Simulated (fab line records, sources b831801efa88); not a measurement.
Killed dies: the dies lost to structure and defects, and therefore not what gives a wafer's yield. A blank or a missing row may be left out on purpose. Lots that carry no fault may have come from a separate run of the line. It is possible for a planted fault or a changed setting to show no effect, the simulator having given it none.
A struck lot beside a sound one / flow sky130 / 14 steps out of a route of 708
Sound: these wafers, L830.4, L830.5, L830.6. Wafers struck: L832.2, L832.5, L832.6. The cause comes at the end.
At each step with rows: each side's tool, then ch and its chambers, then its first start. Under that, the readings that differ: sound wafers / struck wafers / difference of the means / sigmas: that difference in standard deviations of wafers without a fault.
alike: a reading whose means differ by less than 2 such deviations, as well as words and numbers matching on both sides. not compared: withheld readings; readings where some wafer has no value; bounds like >300 that might hide an equal value; numbers whose values overlap and for which the record gives no deviation.
Wherever a step has rows on one side only, a row that says differs or no value, or a row with sigmas, the two part there. Numbers that have no deviation but don't overlap get no sigmas and don't part them. A reading missing from all wafers of one side parts the sides only when that side holds two or more wafers.

SKY_FIELD_ISO_BOW_MEAS_00:
  sound: film_metro-04 at day 2 06:04; struck: film_metro-03 at day 2 16:01
  alike: INCOMING_BOW
then, 1 step without rows for these wafers: SKY_FIELD_ISO_OXIDATION_01 (stabilise 600 s, purge 300 s, target thk 12 nm).
SKY_FIELD_ISO_THK_MEAS_02:
  sound: film_metro-03 at day 2 07:50; struck: film_metro-03 at day 2 20:02
  alike: FIELD_ISO_OXIDATION_00_THK
then, 1 step without rows for these wafers: SKY_FIELD_ISO_CVD_03 (deposits Si3N4 from DCS/NH3, target thk 165 nm, time 2830 s).
SKY_FIELD_ISO_THK_MEAS_04:
  sound: film_metro-04 at day 2 09:41; struck: film_metro-01 at day 3 09:47
  alike: FIELD_ISO_CVD_03_THK
then, 7 steps without rows for these wafers: SKY_FIELD_ISO_DEHYDRATE_05 (time 60 s); SKY_FIELD_ISO_HMDS_06 (prime time 60 s); SKY_FIELD_ISO_COAT_07 (resist thk 60 nm); SKY_FIELD_ISO_COAT_08 (resist thk 450 nm); SKY_FIELD_ISO_SOFTBAKE_09 (time 90 s); SKY_FIELD_ISO_EXPOSE_10 (exposes mask FOM, target cd 150 nm); SKY_FIELD_ISO_PEB_11.
SKY_FIELD_ISO_DEVELOP_12: develop time 60 s.
  struck on litho_track-02, day 4 02:00; sound on litho_track-02 ch 0, day 2 23:00
  no value came back on the struck wafers for chill_plate_temp_C (C), develop_time_s (s), exhaust_pa (Pa), resist_line_temp_C (C); on the sound wafers chill_plate_temp_C (C) reads 22.92 23.09 23.03
reading=model.KrF-thick_of_FIELD_ISO_COAT_08.thk_nm (nm); sound=438.2 436.7 437; struck=453.5 452.7 452.9; difference=+15.7; sigmas=
SKY_FIELD_ISO_CD_MEAS_13 targets a cd of 150 nm.
  sound: cd_sem-02 at day 3 00:07; struck: cd_sem-02 at day 4 02:22
reading=cd_nm (nm); sound=151.2 152.6 151.3; struck=- - -; difference=no value on the struck wafers; sigmas=

== WHERE THEY PART ==
Earliest at SKY_FIELD_ISO_DEVELOP_12; latest, in this record, at SKY_FIELD_ISO_CD_MEAS_13.

WHY: whatever the simulator had introduced
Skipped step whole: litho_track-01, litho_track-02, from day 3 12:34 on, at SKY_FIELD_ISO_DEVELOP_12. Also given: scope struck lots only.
